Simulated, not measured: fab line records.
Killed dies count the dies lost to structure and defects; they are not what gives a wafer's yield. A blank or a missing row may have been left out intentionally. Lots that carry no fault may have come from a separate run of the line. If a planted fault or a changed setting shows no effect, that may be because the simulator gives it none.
A struck lot beside a sound one    flow gf180mcu    23 out of 602 route steps
Sound: wafers L819.4, L819.5, L819.6. Struck: wafer L828.5; the same lot's L828.6 was not struck, so it is left out; see the end for the cause.
Order at every step that has rows: each side's tool, ch and its chambers, its first start. Under that, the readings that differ: sound wafers    struck wafers    difference of the means    sigmas: that difference in standard deviations of wafers without a fault.
alike: same words and numbers on both sides, and readings whose means sit less than 2 such deviations apart. not compared: any withheld reading, any reading some wafer has no value for, any bound like >300 that may hide the same value, and any number with overlapping values for which the record gives no deviation.
Wherever a step has rows on one side only, a row that says differs or no value, or a row with sigmas, the two part there. When numbers do not overlap yet have no deviation, they are printed without sigmas and do not part them. A reading missing from all wafers of one side parts the sides only when that side holds two or more wafers.

first, 4 steps without rows for these wafers: GF_NSD_SOFTBAKE_03 (time 60 s); GF_NSD_EXPOSE_04 (exposes mask Nplus, target cd 400 nm); GF_NSD_PEB_05; GF_NSD_DEVELOP_06 (develop time 60 s).
GF_NSD_CD_MEAS_07: the cd target is 400 nm.
  sound: cd-sem-01 at day 14 01:04; struck: cd-sem-02 at day 17 02:53
  alike: cd-nm
GF_NSD_OVL_MEAS_08:
  sound: overlay-02 at day 14 01:09; struck: overlay-01 at day 17 02:58
reading       sound         struck  difference  sigmas
NSD_OVL (nm)  0.0 0.0 -1.0  -3.8    -3.5        -3
then, 2 steps without rows for these wafers: GF_NSD_IMPLANT_09; GF_NSD_IMPLANT_10.
GF_NSD_STRIP_11: strips in O2/N2.
  sound on plasma-asher-01 ch 0,1, day 14 01:30; struck on plasma-asher-02 ch 1, day 17 03:20
  alike: drypump-motor-current-A, heater-power-w, oes-product-au, strip-time-to-endpoint-s
  not compared: rf-hours-counter-h
GF_NSD_TW_MEAS_12:
  sound: film-metro-01 at day 14 01:36; struck: film-metro-03 at day 17 03:25
  alike: NSD_TW
then, 2 steps without rows for these wafers: GF_PSD_DEHYDRATE_00 (time 60 s); GF_PSD_HMDS_01 (prime time 60 s).
GF_PSD_COAT_02: resist thk 1000 nm.
  sound on litho-track-04 ch 0, day 14 12:05; struck on litho-track-03 ch 0, day 17 14:25
reading                                   sound           struck  difference  sigmas
model.NOVOLAK_of_PSD_COAT_02.thk-nm (nm)  1003 1007 1004  951.4   -53.3       
  alike: resist-line-temp-C
then, 3 steps without rows for these wafers: GF_PSD_SOFTBAKE_03 (time 60 s); GF_PSD_EXPOSE_04 (exposes mask Pplus, target cd 400 nm); GF_PSD_PEB_05.
GF_PSD_DEVELOP_06: develop time 60 s.
  sound on litho-track-03 ch 0, day 14 22:50; struck on litho-track-03 ch 0, day 18 02:10
reading                                   sound           struck  difference  sigmas
model.NOVOLAK_of_PSD_COAT_02.thk-nm (nm)  1003 1006 1003  951     -53         
  alike: resist-line-temp-C
GF_PSD_CD_MEAS_07: the cd target is 400 nm.
  sound: cd-sem-02 at day 14 22:58; struck: cd-sem-02 at day 18 02:17
reading     sound              struck  difference  sigmas
cd-nm (nm)  400.2 396.8 398.6  405.1   +6.6        +3
GF_PSD_OVL_MEAS_08:
  sound: overlay-01 at day 14 23:03; struck: overlay-01 at day 18 02:22
  alike: PSD_OVL
after that, 1 step had no rows for these wafers: GF_PSD_IMPLANT_09.
GF_PSD_STRIP_10: strips in O2/N2.
  sound on plasma-asher-04 ch 0,1, day 14 23:15; struck on plasma-asher-03 ch 0, day 18 02:37
reading                       sound              struck  difference  sigmas
strip-time-to-endpoint-s (s)  16.55 16.61 16.58  15.97   -0.61       -17
  alike: drypump-motor-current-A, heater-power-w, oes-product-au
  not compared: rf-hours-counter-h
GF_PSD_TW_MEAS_11:
  sound: film-metro-03 at day 14 23:21; struck: film-metro-03 at day 18 02:42
  alike: PSD_TW
after that, 1 step had no rows for these wafers: GF_PASSIVATION_PROBE_99.

== WHERE THEY PART ==
Earliest at GF_NSD_OVL_MEAS_08; latest, in this record, at GF_PSD_STRIP_10. Later steps at which nothing parts them and some readings are alike: GF_PSD_TW_MEAS_11.

WHY: what had been put in by the simulator
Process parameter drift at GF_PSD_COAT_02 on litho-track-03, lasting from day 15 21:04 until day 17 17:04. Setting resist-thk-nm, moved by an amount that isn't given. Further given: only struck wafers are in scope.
